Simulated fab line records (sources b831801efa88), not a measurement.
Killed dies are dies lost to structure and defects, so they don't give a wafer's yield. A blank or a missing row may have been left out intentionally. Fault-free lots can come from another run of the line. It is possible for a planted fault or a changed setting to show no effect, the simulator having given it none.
What tool caused it? ; flow sky130 ; 15 lots, 45 wafers sampled, at 2 steps of a route of 708

WHAT EACH GAUGE READ, for each wafer
SKY_CAP2M_THK_MEAS_01.
lot;measured;on;CAP2M_CVD_00_THK (nm)
L946;day 39 09:29;film_metro-04;15.61 15.60 15.77
L949;day 41 01:43;film_metro-04;15.23 15.36 15.65
L951;day 41 04:06;film_metro-03;15.02 15.42 15.40
L952;day 41 10:45;film_metro-04;15.19 15.51 15.39
L953;day 42 07:20;film_metro-03;15.13 15.60 15.57
L954;day 42 07:38;film_metro-01;15.02 15.33 15.35
L955;day 42 10:02;film_metro-03;15.46 15.62 15.51
L960;day 43 19:39;film_metro-01;15.38 15.57 15.94
L962;day 44 09:50;film_metro-03;15.59 15.37 15.74
L963;day 44 16:05;film_metro-01;15.14 15.34 15.45
L964;day 44 16:50;film_metro-03;15.53 15.57 15.39
L965;day 45 10:05;film_metro-03;15.49 15.48 15.70
L966;day 45 11:23;film_metro-03;15.43 15.79 15.61
L969;day 46 19:29;film_metro-03;15.62 15.91 15.86
L968;day 46 23:15;film_metro-03;15.19 15.59 15.29

SKY_CAP2M_THK_MEAS_04: measures by xrf.
lot;measured;on;CAP2M_TIN_THK (nm)
L946;day 39 09:46;film_metro-01;202.4 202.4 201.4
L949;day 41 02:01;film_metro-04;198.7 199.5 200.0
L951;day 41 04:23;film_metro-01;200.5 199.2 199.7
L952;day 41 11:02;film_metro-03;199.1 199.5 197.8
L953;day 42 07:38;film_metro-04;199.9 198.7 200.2
L954;day 42 07:55;film_metro-01;199.6 198.8 197.5
L955;day 42 10:19;film_metro-04;202.3 201.3 201.4
L960;day 43 19:56;film_metro-03;203.3 204.1 202.1
L962;day 44 10:08;film_metro-03;199.7 202.4 199.2
L963;day 44 16:23;film_metro-03;193.9 195.5 195.7
L964;day 44 17:07;film_metro-04;199.7 200.8 200.7
L965;day 45 10:22;film_metro-03;204.0 202.8 202.4
L966;day 45 11:41;film_metro-01;199.0 199.5 198.8
L969;day 46 19:46;film_metro-01;201.8 202.1 201.1
L968;day 46 23:32;film_metro-01;203.2 203.2 202.2

WHICH TOOL RAN EACH LOT (tool, then ch and the chambers of the sampled wafers, then the start)
The record shows no process step preceding these readings.

WHAT THE TOOLS THEMSELVES READ (means of the sampled wafers that have a number; where no wafer has one, the mark that the record gives instead)
The record holds no such reading with a usual standard deviation.

THE ANSWER, worked out from the rows above alone
Rule: the lots themselves supply what counts as usual. The widest of any qualifying gaps counts: lots, ordered by their means at a reading, are off when they make up no more than a third of the lots, leave a main group of 4 or more, and stand apart from it by 3 or more times the standard deviation of that group's means. Not used: any main group whose means are identical at the precision the tables above print for the reading. A lot without any number at a reading at which 4 lots or more have one is off too. Where the step has rows for the other lots, those lots are counted as sound. First the gauges in route order, then the tools' own readings, where a lot's mean is used as printed above. The first step at which some lot is off is used, and at that step the reading that is off furthest; a lot without a number counts as furthest.
Across all readings shown, no lot is off: no conclusion can be drawn from this.

WHAT THE SIMULATOR PUT IN
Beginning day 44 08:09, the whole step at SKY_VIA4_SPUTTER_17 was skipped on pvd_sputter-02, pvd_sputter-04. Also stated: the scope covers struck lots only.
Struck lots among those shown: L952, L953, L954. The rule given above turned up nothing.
